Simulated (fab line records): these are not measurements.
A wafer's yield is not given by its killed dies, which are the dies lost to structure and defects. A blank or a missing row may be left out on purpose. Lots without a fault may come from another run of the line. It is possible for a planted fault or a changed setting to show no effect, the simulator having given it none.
Which tool is to blame? -- flow gf180mcu -- 36 wafers from 12 lots sampled at 5 of the route's 602 steps

== WHAT EACH GAUGE READ, for each wafer ==
GF_V5_CD_MEAS_14: the cd target is 260 nm. Usual: cd nm at 260.2 nm, with a standard deviation of 1.1.
lot,measured,on,cd nm (nm),flag
L247,day 27 04:24,cd sem-02,259.1 258.7 258.5,
L249,day 27 20:37,cd sem-02,259.4 259.0 257.9,
L250,day 28 06:35,cd sem-01,261.7 263.3 261.9,
L251,day 28 12:12,cd sem-01,260.9 260.3 261.0,
L253,day 29 06:08,cd sem-02,263.2 263.8 264.4,OFF
L254,day 29 15:27,cd sem-02,260.9 260.2 261.0,
L257,day 30 12:11,cd sem-01,264.1 264.6 263.6,OFF
L260,day 31 05:33,cd sem-01,261.2 260.4 259.7,
L263,day 32 00:32,cd sem-02,261.3 260.3 260.1,
L264,day 32 04:50,cd sem-01,261.7 261.8 261.2,
L268,day 33 01:57,cd sem-02,261.2 260.1 259.8,
L269,day 33 06:21,cd sem-01,261.3 260.7 259.4,

GF_TOP_METAL_RS_MEAS_05: measures by four-point-probe. Usual: TOP_METAL_ALCU_RS gives 0.0328 ohm/sq (standard deviation 0.00033).
lot,measured,on,TOP_METAL_ALCU_RS (ohm/sq),flag
L247,day 27 06:09,film metro-03,0.0328 0.0329 0.0327,
L249,day 27 22:22,film metro-03,0.0327 0.0328 0.0330,
L250,day 28 08:31,film metro-02,0.0331 0.0330 0.0330,
L251,day 28 13:59,film metro-02,0.0322 0.0322 0.0324,
L253,day 29 07:57,film metro-02,0.0335 0.0333 0.0333,
L254,day 29 17:13,film metro-02,0.0331 0.0332 0.0333,
L257,day 30 14:02,film metro-02,0.0334 0.0333 0.0335,
L260,day 31 07:18,film metro-02,0.0330 0.0329 0.0329,
L263,day 32 02:38,film metro-03,0.0324 0.0323 0.0326,
L264,day 32 06:58,film metro-03,0.0326 0.0324 0.0324,
L268,day 33 04:47,film metro-03,0.0326 0.0326 0.0327,
L269,day 33 08:06,film metro-01,0.0328 0.0328 0.0327,

GF_TOP_METAL_CD_MEAS_14: the cd target is 440 nm. Usual: cd nm at 440.0 nm, with a standard deviation of 2.
lot,measured,on,cd nm (nm),flag
L247,day 28 02:10,cd sem-02,440.3 437.1 439.3,
L249,day 28 17:25,cd sem-01,441.0 444.0 441.0,
L250,day 29 03:45,cd sem-01,440.5 445.1 441.8,
L251,day 29 08:36,cd sem-02,441.6 440.9 441.6,
L253,day 30 01:48,cd sem-02,439.4 439.9 438.9,
L254,day 30 11:23,cd sem-02,441.3 439.5 440.5,
L257,day 31 07:27,cd sem-02,438.7 436.0 439.0,
L260,day 32 00:41,cd sem-01,440.7 443.1 441.5,
L263,day 32 18:34,cd sem-01,442.5 445.1 444.4,
L264,day 32 23:10,cd sem-01,436.2 437.0 436.3,
L268,day 33 20:26,cd sem-01,437.8 438.4 437.3,
L269,day 33 23:22,cd sem-02,438.7 439.9 441.6,

== WHICH TOOL RAN EACH LOT (tool, then ch and the chambers of the sampled wafers, then the start) ==
lot,GF_M4_SPUTTER_02,GF_V5_EXPOSE_11
L247,"pvd sputter-04, day 22 10:28","krf scanner-02 ch 0, day 26 18:43"
L249,"pvd sputter-02, day 23 04:53","krf scanner-02 ch 0, day 27 10:36"
L250,"pvd sputter-04, day 23 16:26","krf scanner-01 ch 0, day 27 21:28"
L251,"pvd sputter-02, day 23 22:41","krf scanner-01 ch 0, day 28 02:44"
L253,"pvd sputter-02, day 24 20:03","krf scanner-01 ch 0, day 28 20:55"
L254,"pvd sputter-04, day 25 06:08","krf scanner-02 ch 0, day 29 05:50"
L257,"pvd sputter-03, day 26 06:01","krf scanner-01 ch 0, day 30 03:01"
L260,"pvd sputter-02, day 27 01:34","krf scanner-02 ch 0, day 30 20:08"
L263,"pvd sputter-03, day 27 23:58","krf scanner-02 ch 0, day 31 16:00"
L264,"pvd sputter-03, day 28 03:42","krf scanner-02 ch 0, day 31 20:29"
L268,"pvd sputter-04, day 29 04:49","krf scanner-02 ch 0, day 32 18:22"
L269,"pvd sputter-04, day 29 11:14","krf scanner-02 ch 0, day 32 23:31"
- GF_M4_SPUTTER_02: material AlCu, target thk 450 nm, time 23.9 s.
- GF_V5_EXPOSE_11: exposes mask Via5, target cd 260 nm.

== WHAT THE TOOLS THEMSELVES READ (means of the sampled wafers that have a number; where no wafer has one, the mark that the record gives instead) ==
GF_M4_SPUTTER_02. Usual: throttle valve pct at 29.9 %, with a standard deviation of 0.96.
lot,tool,throttle valve pct (%),flag
L247,pvd sputter-04,29.8,
L249,pvd sputter-02,30.0,
L250,pvd sputter-04,28.6,
L251,pvd sputter-02,30.3,
L253,pvd sputter-02,29.9,
L254,pvd sputter-04,28.4,
L257,pvd sputter-03,30.8,
L260,pvd sputter-02,30.2,
L263,pvd sputter-03,30.7,
L264,pvd sputter-03,30.9,
L268,pvd sputter-04,29.6,
L269,pvd sputter-04,29.9,

GF_V5_EXPOSE_11. Usual: exposure dose mJ cm2 at 37.93, with a standard deviation of 0.039.
lot,tool,exposure dose mJ cm2,flag
L247,krf scanner-02,37.93,
L249,krf scanner-02,37.90,
L250,krf scanner-01,38.00,
L251,krf scanner-01,37.95,
L253,krf scanner-01,39.38,OFF
L254,krf scanner-02,37.95,
L257,krf scanner-01,39.10,OFF
L260,krf scanner-02,37.95,
L263,krf scanner-02,37.88,
L264,krf scanner-02,37.92,
L268,krf scanner-02,37.94,
L269,krf scanner-02,37.89,

== THE ANSWER, worked out from the rows above alone ==
Rule: a lot counts as off when the mean over its wafers that have a number is more than 3 standard deviations away from the usual mean. A lot without any number at a reading at which 4 lots or more have one is off too. All remaining lots with rows at the step are treated as sound. The gauges are gone through in route order, then the tools' own readings, and for those a lot's mean is taken as printed above. At the first step where some lot is off, the reading lying furthest off is the one used; lots without a number count as furthest.
Off: L253, L257 (GF_V5_CD_MEAS_14, cd nm).
If a tool, at a process step before that reading, ran all the lots that are off and no sound lot after the first of them, it fits. Not tried: the gauges at GF_V5_CD_MEAS_14; whatever is off there is also off at GF_V5_EXPOSE_11, on other tools, and gauge error can't account for it. One fits: GF_V5_EXPOSE_11 on krf scanner-01. A fault onset in the window from L251 (day 28 02:44, its last sound lot) to L253 (day 28 20:55, its first lot off) fits.
On the lots that are off, the tool's own readings at GF_V5_EXPOSE_11 differ by more than 5 times the standard deviation of the sound lots' means, which bears it out; exposure dose mJ cm2 reads 39.24 there versus 37.93 on the sound lots.

== WHAT THE SIMULATOR HAD INSERTED ==
Process parameter drift: krf scanner-01, from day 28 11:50 on, at GF_V5_EXPOSE_11. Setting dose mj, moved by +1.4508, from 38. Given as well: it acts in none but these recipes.
Shown lots that were struck: L253, L257. The rule above found the same.
